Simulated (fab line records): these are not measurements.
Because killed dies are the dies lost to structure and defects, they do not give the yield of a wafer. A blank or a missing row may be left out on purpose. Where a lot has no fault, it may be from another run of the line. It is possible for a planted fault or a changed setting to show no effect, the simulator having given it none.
Code-filled problem report in 8D (eight disciplines) form -- flow sky130 -- the parts of the form that need people (team, actions taken, sign-off) are left out

1. THE PROBLEM
SD_P_TW at SKY_SD_P_TW_MEAS_11 reads a mean of 3053 on 6 wafers of 2 lots; wafers without a fault read 2820 with a standard deviation of 27. Measured from the usual mean, that is +8.6 standard deviations.
Seen first at day 33 20:53 on film-metro-04, wafer L412.1. At this step, 33 wafers from 11 lots have a number in the record. Rule for "out", or "out of limits": more than 4 standard deviations from the usual mean. The rest of the wafers with a number are treated as sound.

2. WHAT IT IS; WHAT IT IS NOT
question,is,is not
which readings at this step,SD_P_TW,-
which lots,"L407, L412","L393, L394, L396, L399, L400, L401, L403, L410, L414"
which wafers of those lots,all that have a number,-
read on which gauges,film-metro-04,"film-metro-02, film-metro-03"
when,from day 33 20:53,up to then (24 sound wafers); but 3 sound wafers of L414 came after

3. WHAT RULES OUT EACH SUSPECT
Counting: a tool at a process step up to the reading stays a suspect if it ran every lot that is out and no sound lot after the first of them.
- the gauge at SKY_SD_P_TW_MEAS_11: ruled out. All the wafers that are out were read on film-metro-04, but those of them that SKY_SD_P_IMPLANT_09 has rows for are out there too, on other tools.
- implanter-03 at SKY_SD_P_IMPLANT_09: kept. It ran every lot that is out, first L412 (day 33 20:38), and no sound lot after that; its last sound lot up to then is L401 (day 28 18:19). Out on those wafers are its own readings of beam-on-s, dose-ions-cm2.
- plasma-asher-01 at SKY_SD_P_STRIP_10 (strips in O2/N2): kept. It ran every lot that is out, first L412 (day 33 20:47), and no sound lot after that; its last sound lot up to then is L403 (day 33 17:53). Out on those wafers are its own readings of strip-time-to-endpoint-s.
Remaining after the count are implanter-03 at SKY_SD_P_IMPLANT_09 and plasma-asher-01 at SKY_SD_P_STRIP_10.

4. THE CAUSE (what the simulator had put in)
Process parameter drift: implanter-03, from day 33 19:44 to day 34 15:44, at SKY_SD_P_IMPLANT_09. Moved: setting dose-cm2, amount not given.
This tool is one of the 2 suspects left after counting.

5. SEQUENCE OF EFFECTS, ordered by route
Each row: a reading whose mean over the struck wafers that have a number lies more than 3 standard deviations from the usual. Readings are gone through only where the record gives a usual standard deviation; hours: the median, over the lots, of the time from a lot's start at the first step in this table giving one to that lot's start at this step; sigmas: the change measured in usual standard deviations.
hours,step,reading,usual,on struck wafers,change,sigmas
0,SKY_SD_P_IMPLANT_09,beam-on-s,12.63 s,20.25,+7.62,+28
0,SKY_SD_P_IMPLANT_09,dose-ions-cm2,2.9999e+15,4.7779e+15,+1.7780e+15,+99 or more
0,SKY_SD_P_STRIP_10,oes-product-au,0.618 a.u.,0.598,-0.020,-3.9
0,SKY_SD_P_STRIP_10,strip-time-to-endpoint-s,17.49 s,18.46,+0.97,+24
0,SKY_SD_P_TW_MEAS_11,SD_P_TW,2820,3053,+233,+8.6
52,SKY_SD_N_RS_MEAS_17,SD_P_RS,147.1 ohm/sq,140.6,-6.5,-18
Process steps it contains:
- SKY_SD_P_IMPLANT_09
- SKY_SD_P_STRIP_10: strips in O2/N2.

6. WHAT WOULD HAVE CAUGHT IT SOONER
In this record the first reading out of limits at a measuring or inspecting step was taken at day 33 20:53, 1 hour after the fault began at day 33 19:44.
The tool's own readings at SKY_SD_P_IMPLANT_09 were out on every struck wafer that the step has a row for (beam-on-s, dose-ions-cm2): an alarm limit on them would have fired on the first of those.
L407, from the lots that are out (2), started SKY_SD_P_IMPLANT_09 on implanter-03 later than day 33 20:53. It would have been spared by a hold on the tool at that moment.
